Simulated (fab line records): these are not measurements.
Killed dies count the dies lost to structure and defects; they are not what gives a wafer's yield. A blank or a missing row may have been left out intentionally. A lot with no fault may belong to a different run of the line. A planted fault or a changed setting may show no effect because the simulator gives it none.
One fault through the eyes of 2 desks || flow gf180mcu || numbers are kept per desk, each desk with only its own; the story behind them comes last

AT THE METROLOGY DESK
Means of the sampled wafers that have a number, per lot and without regard to the tool the lot ran on: this is what the gauges read. A lot is out of limits, marked OUT, if its mean lies more than 4 standard deviations from the usual mean; the brackets give that distance.
Columns: A = MVPSD_TW at GF_MVPSD_TW_MEAS_11, usual 551; B = MVPSD_RS at GF_VT_IMPLANT_RS_MEAS_49, usual 1169 ohm/sq; C = CONTACT_CVD_02_THK at GF_CONTACT_THK_MEAS_03, usual 862 nm
{"lot": "L319", "first seen here": "day 5 00:44", "A": 551, "B": 1170, "C": 858}
{"lot": "L320", "first seen here": "day 5 07:08", "A": 555, "B": 1173, "C": 871}
{"lot": "L321", "first seen here": "day 5 10:59", "A": 550, "B": 1170, "C": 870}
{"lot": "L322", "first seen here": "day 5 20:58", "A": 549, "B": 1165, "C": 870}
{"lot": "L324", "first seen here": "day 6 08:23", "A": 547, "B": 1165, "C": 859}
{"lot": "L327", "first seen here": "day 6 23:39", "A": 555, "B": 1171, "C": 853}
{"lot": "L328", "first seen here": "day 7 04:28", "A": 546, "B": 1172, "C": 850}
{"lot": "L329", "first seen here": "day 7 13:35", "A": 547, "B": 1169, "C": 864}
{"lot": "L334", "first seen here": "day 8 16:53", "A": 560, "B": "1102 (-22) OUT", "C": "-"}
{"lot": "L336", "first seen here": "day 9 06:30", "A": "572 (+5.5) OUT", "B": "1103 (-21) OUT", "C": 865}
{"lot": "L339", "first seen here": "day 9 22:50", "A": 549, "B": 1169, "C": 869}
{"lot": "L340", "first seen here": "day 10 07:18", "A": 557, "B": 1165, "C": 874}
{"lot": "L342", "first seen here": "day 10 17:47", "A": 555, "B": 1168, "C": 857}
Finding of this desk: L334, L336 out of limits, first seen on L336 at day 9 06:30 (MVPSD_TW at GF_MVPSD_TW_MEAS_11). In limits: L319, L320, L321, L322, L324, L327, L328, L329, L339, L340, L342.

TOOL OWNER'S DESK, implanter-02
The tool's own readings at GF_MVPSD_IMPLANT_08: means of the sampled wafers that have a number, for each lot that ran on this tool. A lot is out of limits, marked OUT, if its mean lies more than 4 standard deviations from the usual mean; the brackets give that distance.
Columns: A = dose-ions-cm2 at GF_MVPSD_IMPLANT_08, usual 1.5e+13; B = faraday-current-uA at GF_MVPSD_IMPLANT_08, usual 84.2; C = tilt-deg at GF_MVPSD_IMPLANT_08, usual 0.000 degrees
{"lot": "L320", "first seen here": "day 5 06:44", "A": 1.5e+13, "B": 83.0, "C": -0.001}
{"lot": "L327", "first seen here": "day 6 23:16", "A": 1.5e+13, "B": 83.2, "C": -0.007}
{"lot": "L334", "first seen here": "day 8 16:29", "A": "1.7e+13 (+99 or more) OUT", "B": "94.9 (+6.7) OUT", "C": 0.004}
{"lot": "L336", "first seen here": "day 9 06:09", "A": "1.7e+13 (+99 or more) OUT", "B": "95.1 (+6.8) OUT", "C": -0.018}
This desk's verdict: out of limits on L334, L336, starting with L334 at day 8 16:29 (dose-ions-cm2 at GF_MVPSD_IMPLANT_08). In limits: L320, L327.

BROUGHT TOGETHER
The tool owner's desk had the chance to raise an alarm at day 8 16:29 on L334, L336.
Metrology desk: alarm possible at day 9 06:30 on L334, L336.
On implanter-02, each named lot ran GF_MVPSD_IMPLANT_08.

WHAT THE SIMULATOR HAD INSERTED
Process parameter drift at GF_MVPSD_IMPLANT_08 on implanter-02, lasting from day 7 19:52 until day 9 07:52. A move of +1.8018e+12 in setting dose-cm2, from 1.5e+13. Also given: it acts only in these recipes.
Lots struck among those shown: L334, L336.
Fault start to first reading out of limits, in hours, per desk: tool owner, 21; metrology, 35.
